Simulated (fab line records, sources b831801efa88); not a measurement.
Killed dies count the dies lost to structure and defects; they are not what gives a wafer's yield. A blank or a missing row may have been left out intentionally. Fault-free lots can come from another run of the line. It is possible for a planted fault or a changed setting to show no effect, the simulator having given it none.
Which tool was responsible? / flow gf180mcu / 42 wafers from 14 lots sampled at 5 of the route's 602 steps

## WHAT THE GAUGES SHOWED, per wafer
GF_HV_LDD_CD_MEAS_31 targets a cd of 400 nm. Usual: 399.7 nm for cd_nm, sd 2.2.
lot=L594; measured=day 12 02:44; on=cd_sem-02; cd_nm (nm)=400.3 399.0 397.2; flag=
lot=L595; measured=day 12 06:25; on=cd_sem-01; cd_nm (nm)=400.1 394.7 397.1; flag=
lot=L596; measured=day 12 11:01; on=cd_sem-02; cd_nm (nm)=398.3 397.9 397.9; flag=
lot=L597; measured=day 12 18:38; on=cd_sem-01; cd_nm (nm)=399.8 400.0 398.7; flag=
lot=L598; measured=day 13 05:40; on=cd_sem-01; cd_nm (nm)=400.1 399.8 401.4; flag=
lot=L599; measured=day 13 09:30; on=cd_sem-01; cd_nm (nm)=396.5 399.3 401.9; flag=
lot=L600; measured=day 13 21:59; on=cd_sem-02; cd_nm (nm)=399.1 399.6 399.1; flag=
lot=L602; measured=day 14 14:02; on=cd_sem-01; cd_nm (nm)=400.9 402.4 401.8; flag=
lot=L609; measured=day 16 15:28; on=cd_sem-01; cd_nm (nm)=396.4 396.3 394.6; flag=
lot=L610; measured=day 17 06:46; on=cd_sem-01; cd_nm (nm)=399.1 401.1 401.5; flag=
lot=L611; measured=day 17 08:13; on=cd_sem-02; cd_nm (nm)=400.0 398.3 398.1; flag=
lot=L612; measured=day 17 12:29; on=cd_sem-02; cd_nm (nm)=403.4 401.1 404.7; flag=
lot=L615; measured=day 19 05:40; on=cd_sem-02; cd_nm (nm)=398.7 400.2 398.2; flag=
lot=L616; measured=day 19 07:25; on=cd_sem-01; cd_nm (nm)=400.7 397.8 398.3; flag=

GF_HV_LDD_CD_MEAS_46 targets a cd of 400 nm. Usual: 401.4 nm for cd_nm, sd 2.4.
lot=L594; measured=day 12 22:17; on=cd_sem-02; cd_nm (nm)=402.8 402.5 403.5; flag=
lot=L595; measured=day 13 07:34; on=cd_sem-01; cd_nm (nm)=403.2 404.3 404.4; flag=
lot=L596; measured=day 13 07:15; on=cd_sem-01; cd_nm (nm)=400.3 403.1 401.2; flag=
lot=L597; measured=day 13 15:17; on=cd_sem-02; cd_nm (nm)=400.3 400.4 399.3; flag=
lot=L598; measured=day 14 03:46; on=cd_sem-01; cd_nm (nm)=400.2 398.5 400.0; flag=
lot=L599; measured=day 14 06:58; on=cd_sem-01; cd_nm (nm)=404.0 404.8 401.0; flag=
lot=L600; measured=day 14 20:14; on=cd_sem-02; cd_nm (nm)=406.6 405.8 404.8; flag=
lot=L602; measured=day 15 11:28; on=cd_sem-01; cd_nm (nm)=397.8 400.4 401.3; flag=
lot=L609; measured=day 17 15:01; on=cd_sem-02; cd_nm (nm)=399.5 398.9 398.9; flag=
lot=L610; measured=day 18 06:32; on=cd_sem-01; cd_nm (nm)=403.0 404.2 401.6; flag=
lot=L611; measured=day 18 07:39; on=cd_sem-02; cd_nm (nm)=401.2 399.3 402.9; flag=
lot=L612; measured=day 18 12:53; on=cd_sem-01; cd_nm (nm)=399.8 398.3 400.1; flag=
lot=L615; measured=day 20 06:33; on=cd_sem-01; cd_nm (nm)=403.1 403.9 402.5; flag=
lot=L616; measured=day 20 09:16; on=cd_sem-01; cd_nm (nm)=395.5 397.8 396.1; flag=

GF_HV_LDD_TW_MEAS_50. Usual: HV_LDD_4_TW 570, standard deviation 3.3.
lot=L594; measured=day 12 22:40; on=film_metro-03; HV_LDD_4_TW=574 571 573; flag=
lot=L595; measured=day 13 07:58; on=film_metro-02; HV_LDD_4_TW=567 569 568; flag=
lot=L596; measured=day 13 07:40; on=film_metro-04; HV_LDD_4_TW=570 569 571; flag=
lot=L597; measured=day 13 15:41; on=film_metro-04; HV_LDD_4_TW=572 572 571; flag=
lot=L598; measured=day 14 04:11; on=film_metro-02; HV_LDD_4_TW=566 567 568; flag=
lot=L599; measured=day 14 07:21; on=film_metro-03; HV_LDD_4_TW=568 571 571; flag=
lot=L600; measured=day 14 20:37; on=film_metro-03; HV_LDD_4_TW=567 571 575; flag=
lot=L602; measured=day 15 11:51; on=film_metro-04; HV_LDD_4_TW=575 574 573; flag=
lot=L609; measured=day 17 15:25; on=film_metro-04; HV_LDD_4_TW=591 589 594 590 592 594; flag=OFF
lot=L610; measured=day 18 06:54; on=film_metro-04; HV_LDD_4_TW=596 595 594 594 598 597; flag=OFF
lot=L611; measured=day 18 08:04; on=film_metro-03; HV_LDD_4_TW=564 567 564; flag=
lot=L612; measured=day 18 13:16; on=film_metro-03; HV_LDD_4_TW=567 570 568; flag=
lot=L615; measured=day 20 06:58; on=film_metro-04; HV_LDD_4_TW=574 576 576; flag=
lot=L616; measured=day 20 09:40; on=film_metro-03; HV_LDD_4_TW=568 573 568; flag=

GF_HV_LDD_THK_MEAS_57. Usual: HV_LDD_CVD_56_THK 90.3 nm, standard deviation 0.74.
lot=L594; measured=day 13 02:43; on=film_metro-02; HV_LDD_CVD_56_THK (nm)=89.5 89.6 89.2; flag=
lot=L595; measured=day 13 12:08; on=film_metro-04; HV_LDD_CVD_56_THK (nm)=90.3 90.4 90.5; flag=
lot=L596; measured=day 13 10:42; on=film_metro-04; HV_LDD_CVD_56_THK (nm)=90.5 90.4 90.1; flag=
lot=L597; measured=day 13 18:30; on=film_metro-03; HV_LDD_CVD_56_THK (nm)=90.5 90.1 90.8; flag=
lot=L598; measured=day 14 07:00; on=film_metro-04; HV_LDD_CVD_56_THK (nm)=91.9 91.3 91.3; flag=
lot=L599; measured=day 14 10:09; on=film_metro-04; HV_LDD_CVD_56_THK (nm)=91.3 90.5 90.8; flag=
lot=L600; measured=day 14 23:26; on=film_metro-03; HV_LDD_CVD_56_THK (nm)=90.4 89.9 89.2; flag=
lot=L602; measured=day 15 14:39; on=film_metro-04; HV_LDD_CVD_56_THK (nm)=90.3 91.1 90.1; flag=
lot=L609; measured=day 17 21:05; on=film_metro-04; HV_LDD_CVD_56_THK (nm)=90.2 89.4 90.4; flag=
lot=L610; measured=day 18 13:35; on=film_metro-03; HV_LDD_CVD_56_THK (nm)=89.5 90.0 90.0; flag=
lot=L611; measured=day 18 13:03; on=film_metro-04; HV_LDD_CVD_56_THK (nm)=90.4 90.2 90.3; flag=
lot=L612; measured=day 18 16:05; on=film_metro-04; HV_LDD_CVD_56_THK (nm)=91.5 91.5 91.3; flag=
lot=L615; measured=day 20 09:46; on=film_metro-03; HV_LDD_CVD_56_THK (nm)=89.3 90.6 90.5; flag=
lot=L616; measured=day 20 12:38; on=film_metro-04; HV_LDD_CVD_56_THK (nm)=90.8 90.7 90.9; flag=

## WHICH TOOL RAN EACH LOT (tool, then ch and the chambers of the sampled wafers, then the start)
lot=L594; GF_HV_LDD_IMPLANT_48=implanter-04 ch 0, day 12 22:26
lot=L595; GF_HV_LDD_IMPLANT_48=implanter-03 ch 0, day 13 07:44
lot=L596; GF_HV_LDD_IMPLANT_48=implanter-02 ch 0, day 13 07:25
lot=L597; GF_HV_LDD_IMPLANT_48=implanter-02 ch 0, day 13 15:27
lot=L598; GF_HV_LDD_IMPLANT_48=implanter-03 ch 0, day 14 03:56
lot=L599; GF_HV_LDD_IMPLANT_48=implanter-04 ch 0, day 14 07:08
lot=L600; GF_HV_LDD_IMPLANT_48=implanter-02 ch 0, day 14 20:23
lot=L602; GF_HV_LDD_IMPLANT_48=implanter-03 ch 0, day 15 11:38
lot=L609; GF_HV_LDD_IMPLANT_48=implanter-02 ch 0, day 17 15:11
lot=L610; GF_HV_LDD_IMPLANT_48=implanter-02 ch 0, day 18 06:42
lot=L611; GF_HV_LDD_IMPLANT_48=implanter-03 ch 0, day 18 07:49
lot=L612; GF_HV_LDD_IMPLANT_48=implanter-03 ch 0, day 18 13:02
lot=L615; GF_HV_LDD_IMPLANT_48=implanter-03 ch 0, day 20 06:43
lot=L616; GF_HV_LDD_IMPLANT_48=implanter-03 ch 0, day 20 09:25
- GF_HV_LDD_IMPLANT_48

## WHAT THE TOOLS THEMSELVES READ (means of the sampled wafers that have a number; where no wafer has one, the mark that the record gives instead)
GF_HV_LDD_IMPLANT_48. Usual: beam_energy_keV 24.999, standard deviation 0.0075; dose_ions_cm2 3e+13, standard deviation 3.5e+10; faraday_current_uA 169, standard deviation 3.2.
lot=L594 tool=implanter-04 beam_energy_keV=25.011 dose_ions_cm2=3e+13 faraday_current_uA=170 flag=
lot=L595 tool=implanter-03 beam_energy_keV=24.995 dose_ions_cm2=3e+13 faraday_current_uA=170 flag=
lot=L596 tool=implanter-02 beam_energy_keV=24.999 dose_ions_cm2=3e+13 faraday_current_uA=168 flag=
lot=L597 tool=implanter-02 beam_energy_keV=24.993 dose_ions_cm2=3e+13 faraday_current_uA=170 flag=
lot=L598 tool=implanter-03 beam_energy_keV=24.999 dose_ions_cm2=3e+13 faraday_current_uA=170 flag=
lot=L599 tool=implanter-04 beam_energy_keV=25.006 dose_ions_cm2=3e+13 faraday_current_uA=172 flag=
lot=L600 tool=implanter-02 beam_energy_keV=24.998 dose_ions_cm2=3e+13 faraday_current_uA=170 flag=
lot=L602 tool=implanter-03 beam_energy_keV=25.005 dose_ions_cm2=3e+13 faraday_current_uA=172 flag=
lot=L609 tool=implanter-02 beam_energy_keV=25.004 dose_ions_cm2=3e+13 faraday_current_uA=187 flag=OFF
lot=L610 tool=implanter-02 beam_energy_keV=24.994 dose_ions_cm2=3e+13 faraday_current_uA=186 flag=OFF
lot=L611 tool=implanter-03 beam_energy_keV=25.003 dose_ions_cm2=3e+13 faraday_current_uA=168 flag=
lot=L612 tool=implanter-03 beam_energy_keV=25.003 dose_ions_cm2=3e+13 faraday_current_uA=171 flag=
lot=L615 tool=implanter-03 beam_energy_keV=24.997 dose_ions_cm2=3e+13 faraday_current_uA=169 flag=
lot=L616 tool=implanter-03 beam_energy_keV=25.003 dose_ions_cm2=3e+13 faraday_current_uA=170 flag=

## THE ANSWER, worked out from the rows above alone
Rule: a lot counts as off when the mean over its wafers that have a number is more than 3 standard deviations away from the usual mean. Also off: a lot with no number at a reading for which 4 or more lots have one. Where the step has rows for the other lots, those lots are counted as sound. First the gauges in route order, then the tools' own readings, where a lot's mean is used as printed above. The first step at which some lot is off is used, and at that step the reading that is off furthest; a lot without a number counts as furthest.
Off: L609, L610, at GF_HV_LDD_TW_MEAS_50 (HV_LDD_4_TW).
If a tool, at a process step before that reading, ran all the lots that are off and no sound lot after the first of them, it fits. The gauges at GF_HV_LDD_TW_MEAS_50 aren't tried: what is off there is off at GF_HV_LDD_IMPLANT_48 too, on other tools, and a gauge's error can't cause that. One candidate fits, namely implanter-02 at GF_HV_LDD_IMPLANT_48. A fault onset in the window from L600 (day 14 20:23, its last sound lot) to L609 (day 17 15:11, its first lot off) fits.
On the lots that are off, the tool's own readings at GF_HV_LDD_IMPLANT_48 differ by more than 5 times the standard deviation of the sound lots' means, which bears it out; faraday_current_uA reads 186 there versus 170 on the sound lots.

## WHAT THE SIMULATOR HAD PUT IN
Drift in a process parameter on implanter-02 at GF_HV_LDD_IMPLANT_48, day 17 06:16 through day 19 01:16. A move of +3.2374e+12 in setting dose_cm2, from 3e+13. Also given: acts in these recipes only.
Struck lots among those shown: L609, L610. The same result came from the rule above.
